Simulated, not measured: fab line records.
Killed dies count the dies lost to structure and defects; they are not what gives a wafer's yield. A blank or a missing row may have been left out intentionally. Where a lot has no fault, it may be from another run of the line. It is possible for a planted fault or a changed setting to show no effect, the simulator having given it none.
The tool behind it: which one? :: flow gf180mcu :: Sampling: 12 lots, 36 wafers, 6 of 602 route steps

## WHAT EACH GAUGE READ, for each wafer
GF_M3_THK_MEAS_06: measures by xrf. Usual: M3_ALCU_THK 451 nm, standard deviation 5.8.
lot: L288
measured: day 20 07:04
on: film-metro-01
M3_ALCU_THK (nm): 454 459 460
flag: 

lot: L289
measured: day 20 12:19
on: film-metro-01
M3_ALCU_THK (nm): 452 452 455
flag: 

lot: L290
measured: day 21 00:25
on: film-metro-02
M3_ALCU_THK (nm): 443 444 438
flag: 

lot: L292
measured: day 21 21:30
on: film-metro-01
M3_ALCU_THK (nm): 455 451 449
flag: 

lot: L293
measured: day 22 05:07
on: film-metro-01
M3_ALCU_THK (nm): 446 452 454
flag: 

lot: L295
measured: day 22 21:04
on: film-metro-03
M3_ALCU_THK (nm): 453 447 451
flag: 

lot: L296
measured: day 23 13:01
on: film-metro-03
M3_ALCU_THK (nm): 455 442 454
flag: 

lot: L301
measured: day 25 00:13
on: film-metro-03
M3_ALCU_THK (nm): 442 437 433
flag: 

lot: L302
measured: day 25 05:22
on: film-metro-02
M3_ALCU_THK (nm): 447 444 445
flag: 

lot: L304
measured: day 26 01:42
on: film-metro-03
M3_ALCU_THK (nm): 448 446 448
flag: 

lot: L309
measured: day 27 11:12
on: film-metro-01
M3_ALCU_THK (nm): 454 456 459
flag: 

lot: L311
measured: day 27 23:17
on: film-metro-03
M3_ALCU_THK (nm): 447 448 443
flag: 

GF_M3_OVL_MEAS_15. Usual: M3_OVL -4 nm, standard deviation 5.3.
lot: L288
measured: day 21 06:32
on: overlay-01
M3_OVL (nm): 1 -1 -2
flag: 

lot: L289
measured: day 21 12:13
on: overlay-02
M3_OVL (nm): -7 1 0
flag: 

lot: L290
measured: day 22 00:17
on: overlay-01
M3_OVL (nm): -11 -5 -8
flag: 

lot: L292
measured: day 22 21:12
on: overlay-01
M3_OVL (nm): -3 -5 -4
flag: 

lot: L293
measured: day 23 04:17
on: overlay-01
M3_OVL (nm): -6 -9 -7
flag: 

lot: L295
measured: day 23 19:28
on: overlay-01
M3_OVL (nm): 2 -14 -10
flag: 

lot: L296
measured: day 24 11:29
on: overlay-02
M3_OVL (nm): -4 -3 -8
flag: 

lot: L301
measured: day 25 21:31
on: overlay-02
M3_OVL (nm): -2 4 0
flag: 

lot: L302
measured: day 26 02:25
on: overlay-02
M3_OVL (nm): -8 -9 -11
flag: 

lot: L304
measured: day 26 22:30
on: overlay-01
M3_OVL (nm): -7 1 -7
flag: 

lot: L309
measured: day 28 06:50
on: overlay-02
M3_OVL (nm): 7 7 7
flag: 

lot: L311
measured: day 28 17:36
on: overlay-01
M3_OVL (nm): -3 1 -7
flag: 

GF_V3_RS_MEAS_24: measurement is done with a four-point probe. Usual: V3_W_RS 0.328 ohm/sq, standard deviation 0.005.
lot: L288
measured: day 22 08:10
on: film-metro-02
V3_W_RS (ohm/sq): 0.329 0.322 0.332
flag: 

lot: L289
measured: day 22 13:37
on: film-metro-04
V3_W_RS (ohm/sq): 0.335 0.329 0.335
flag: 

lot: L290
measured: day 23 01:19
on: film-metro-02
V3_W_RS (ohm/sq): 0.331 0.331 0.342
flag: 

lot: L292
measured: day 23 22:03
on: film-metro-03
V3_W_RS (ohm/sq): 0.333 0.332 0.328
flag: 

lot: L293
measured: day 24 05:20
on: film-metro-03
V3_W_RS (ohm/sq): 0.331 0.325 0.333
flag: 

lot: L295
measured: day 24 20:02
on: film-metro-02
V3_W_RS (ohm/sq): 0.326 0.327 0.328
flag: 

lot: L296
measured: day 25 11:34
on: film-metro-02
V3_W_RS (ohm/sq): 0.325 0.334 0.326
flag: 

lot: L301
measured: day 26 22:37
on: film-metro-03
V3_W_RS (ohm/sq): 0.323 0.334 0.323
flag: 

lot: L302
measured: day 27 02:11
on: film-metro-04
V3_W_RS (ohm/sq): 0.327 0.326 0.324
flag: 

lot: L304
measured: day 27 21:13
on: film-metro-02
V3_W_RS (ohm/sq): 0.327 0.325 0.325
flag: 

lot: L309
measured: day 29 04:40
on: film-metro-03
V3_W_RS (ohm/sq): 0.299 0.300 0.290
flag: OFF

lot: L311
measured: day 29 15:03
on: film-metro-03
V3_W_RS (ohm/sq): 0.291 0.290 0.288
flag: OFF

GF_V3_THK_MEAS_25: measures by xrf. Usual: V3_W_THK 355 nm, standard deviation 5.7.
lot: L288
measured: day 22 08:16
on: film-metro-02
V3_W_THK (nm): 351 362 352
flag: 

lot: L289
measured: day 22 13:43
on: film-metro-04
V3_W_THK (nm): 348 353 348
flag: 

lot: L290
measured: day 23 01:25
on: film-metro-02
V3_W_THK (nm): 352 355 342
flag: 

lot: L292
measured: day 23 22:10
on: film-metro-03
V3_W_THK (nm): 349 352 356
flag: 

lot: L293
measured: day 24 05:27
on: film-metro-03
V3_W_THK (nm): 355 363 355
flag: 

lot: L295
measured: day 24 20:10
on: film-metro-02
V3_W_THK (nm): 354 356 353
flag: 

lot: L296
measured: day 25 11:40
on: film-metro-02
V3_W_THK (nm): 359 352 358
flag: 

lot: L301
measured: day 26 22:43
on: film-metro-03
V3_W_THK (nm): 364 353 366
flag: 

lot: L302
measured: day 27 02:19
on: film-metro-04
V3_W_THK (nm): 355 357 358
flag: 

lot: L304
measured: day 27 21:20
on: film-metro-02
V3_W_THK (nm): 353 355 356
flag: 

lot: L309
measured: day 29 04:46
on: film-metro-03
V3_W_THK (nm): 391 392 403
flag: OFF

lot: L311
measured: day 29 15:10
on: film-metro-03
V3_W_THK (nm): 404 403 404
flag: OFF

GF_M4_RS_MEAS_05: measurement is done with a four-point probe. Usual: M4_ALCU_RS 0.0695 ohm/sq, standard deviation 0.0007.
lot: L288
measured: day 22 08:52
on: film-metro-01
M4_ALCU_RS (ohm/sq): 0.0693 0.0709 0.0699
flag: 

lot: L289
measured: day 22 14:19
on: film-metro-01
M4_ALCU_RS (ohm/sq): 0.0692 0.0700 0.0688
flag: 

lot: L290
measured: day 23 02:01
on: film-metro-01
M4_ALCU_RS (ohm/sq): 0.0681 0.0680 0.0686
flag: 

lot: L292
measured: day 23 22:45
on: film-metro-01
M4_ALCU_RS (ohm/sq): 0.0692 0.0692 0.0697
flag: 

lot: L293
measured: day 24 06:16
on: film-metro-01
M4_ALCU_RS (ohm/sq): 0.0684 0.0684 0.0688
flag: 

lot: L295
measured: day 24 20:44
on: film-metro-01
M4_ALCU_RS (ohm/sq): 0.0685 0.0685 0.0676
flag: 

lot: L296
measured: day 25 12:16
on: film-metro-01
M4_ALCU_RS (ohm/sq): 0.0692 0.0694 0.0685
flag: 

lot: L301
measured: day 26 23:19
on: film-metro-04
M4_ALCU_RS (ohm/sq): 0.0707 0.0703 0.0706
flag: 

lot: L302
measured: day 27 02:54
on: film-metro-04
M4_ALCU_RS (ohm/sq): 0.0701 0.0693 0.0701
flag: 

lot: L304
measured: day 27 21:55
on: film-metro-04
M4_ALCU_RS (ohm/sq): 0.0686 0.0689 0.0692
flag: 

lot: L309
measured: day 29 05:22
on: film-metro-04
M4_ALCU_RS (ohm/sq): 0.0690 0.0694 0.0692
flag: 

lot: L311
measured: day 29 15:45
on: film-metro-04
M4_ALCU_RS (ohm/sq): 0.0693 0.0696 0.0696
flag: 

## TOOL THAT RAN EACH LOT (tool first, then ch and the chambers of the sampled wafers, then the start)
lot: L288
GF_V3_CVD_23: cvd-w-01 ch 0,1, day 22 07:58

lot: L289
GF_V3_CVD_23: cvd-w-01 ch 0,1, day 22 13:30

lot: L290
GF_V3_CVD_23: cvd-w-01 ch 0,1, day 23 01:10

lot: L292
GF_V3_CVD_23: cvd-w-01 ch 0,1, day 23 21:56

lot: L293
GF_V3_CVD_23: cvd-w-01 ch 0,1, day 24 05:13

lot: L295
GF_V3_CVD_23: cvd-w-01 ch 0,1, day 24 19:55

lot: L296
GF_V3_CVD_23: cvd-w-01 ch 0,1, day 25 11:27

lot: L301
GF_V3_CVD_23: cvd-w-01 ch 0,1, day 26 22:30

lot: L302
GF_V3_CVD_23: cvd-w-02 ch 0,1, day 27 02:05

lot: L304
GF_V3_CVD_23: cvd-w-02 ch 0,1, day 27 21:06

lot: L309
GF_V3_CVD_23: cvd-w-01 ch 0,1, day 29 04:31

lot: L311
GF_V3_CVD_23: cvd-w-01 ch 1, day 29 14:50
- GF_V3_CVD_23: deposits W, target thk 350 nm, time 104.9 s.

## WHAT THE TOOLS THEMSELVES READ (means of the sampled wafers that have a number; where no wafer has one, the mark that the record gives instead)
GF_V3_CVD_23. Usual: heater-power-w 909 W, standard deviation 89; susceptor-temp-C 400.02 C, standard deviation 0.22.
lot: L288
tool: cvd-w-01
heater-power-w (W): 893
susceptor-temp-C (C): 400.04
flag: 

lot: L289
tool: cvd-w-01
heater-power-w (W): 892
susceptor-temp-C (C): 400.16
flag: 

lot: L290
tool: cvd-w-01
heater-power-w (W): 936
susceptor-temp-C (C): 399.89
flag: 

lot: L292
tool: cvd-w-01
heater-power-w (W): 927
susceptor-temp-C (C): 400.26
flag: 

lot: L293
tool: cvd-w-01
heater-power-w (W): 895
susceptor-temp-C (C): 399.90
flag: 

lot: L295
tool: cvd-w-01
heater-power-w (W): 928
susceptor-temp-C (C): 400.00
flag: 

lot: L296
tool: cvd-w-01
heater-power-w (W): 919
susceptor-temp-C (C): 399.81
flag: 

lot: L301
tool: cvd-w-01
heater-power-w (W): 919
susceptor-temp-C (C): 399.79
flag: 

lot: L302
tool: cvd-w-02
heater-power-w (W): 946
susceptor-temp-C (C): 400.00
flag: 

lot: L304
tool: cvd-w-02
heater-power-w (W): 961
susceptor-temp-C (C): 399.95
flag: 

lot: L309
tool: cvd-w-01
heater-power-w (W): 907
susceptor-temp-C (C): 405.96
flag: OFF

lot: L311
tool: cvd-w-01
heater-power-w (W): 1003
susceptor-temp-C (C): 405.91
flag: OFF

## THE ANSWER, worked out from the rows above alone
Rule: lot off if the mean of its wafers having a number is beyond 3 standard deviations from the usual mean. A lot without any number at a reading at which 4 lots or more have one is off too. The other lots that the step has rows for count as sound. Order of review: gauges by route order, followed by the tools' own readings, for which a lot's mean as printed above is used. The first step at which some lot is off is used, and at that step the reading that is off furthest; a lot without a number counts as furthest.
Off: at GF_V3_RS_MEAS_24 (V3_W_RS), L309, L311.
A tool fits if, at a process step before that reading, it ran every lot that is off, and no sound lot after the first of them. The gauges at GF_V3_RS_MEAS_24 aren't tried: what is off there is off at GF_V3_CVD_23 too, on other tools, and a gauge's error can't cause that. One fits: cvd-w-01 at GF_V3_CVD_23. A fault onset in the window from L301 (day 26 22:30, its last sound lot) to L309 (day 29 04:31, its first lot off) fits.
On the lots that are off, the tool's own readings at GF_V3_CVD_23 differ by more than 5 times the standard deviation of the sound lots' means, which bears it out; susceptor-temp-C reads 405.94 C there versus 399.98 C on the sound lots.

## WHAT WAS PUT IN BY THE SIMULATOR
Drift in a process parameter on cvd-w-01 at GF_V3_CVD_23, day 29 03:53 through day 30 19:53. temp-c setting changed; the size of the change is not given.
Shown lots that were struck: L309, L311. The rule given above showed the same thing.
